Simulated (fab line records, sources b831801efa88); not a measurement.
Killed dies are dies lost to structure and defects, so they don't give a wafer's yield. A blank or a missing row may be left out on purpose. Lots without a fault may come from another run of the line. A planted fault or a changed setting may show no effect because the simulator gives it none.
Which tool did it? | flow gf180mcu | 12 lots, 36 wafers sampled, at 1 step of a route of 602

WHAT THE GAUGES READ, wafer by wafer
GF_M2_CD_MEAS_14: target cd 280 nm.
lot  | measured     | on        | cd_nm (nm)
L075 | day 19 20:58 | cd_sem-01 | 280.3 280.4 279.4
L077 | day 20 21:05 | cd_sem-02 | 280.2 279.4 278.8
L079 | day 21 03:03 | cd_sem-01 | 280.0 279.8 279.9
L081 | day 22 05:51 | cd_sem-01 | 279.7 280.3 279.1
L083 | day 22 15:37 | cd_sem-01 | 280.8 279.4 279.8
L085 | day 23 09:48 | cd_sem-01 | 280.5 279.4 280.4
L088 | day 24 02:59 | cd_sem-01 | 282.3 280.9 282.1
L089 | day 24 16:31 | cd_sem-02 | 277.9 277.0 277.7
L091 | day 25 08:52 | cd_sem-01 | 281.1 282.0 281.3
L093 | day 26 00:36 | cd_sem-02 | 281.1 281.9 280.4
L095 | day 26 09:04 | cd_sem-01 | 279.7 279.8 278.1
L097 | day 27 00:28 | cd_sem-02 | 280.2 279.1 278.9

WHICH TOOL RAN EACH LOT (tool, then ch and the chambers of the sampled wafers, then the start)
The record holds no process step before these readings.

THE ANSWER, worked out from the rows above alone
Rule: what is usual is taken from the lots themselves. Put in order of their means at a reading, lots are off if they are a third of the lots or fewer, leave a main group of 4 or more, and stand apart from it by a gap of 3 or more times the standard deviation of the main group's means; of several such gaps the widest counts. A main group whose means are all the same, to the digits that the tables above print for the reading, isn't used. A lot without any number at a reading at which 4 lots or more have one is off too. The other lots that the step has rows for count as sound.
No lot is off at any reading shown: from this, nothing can be told.

WHAT THE SIMULATOR HAD PUT IN
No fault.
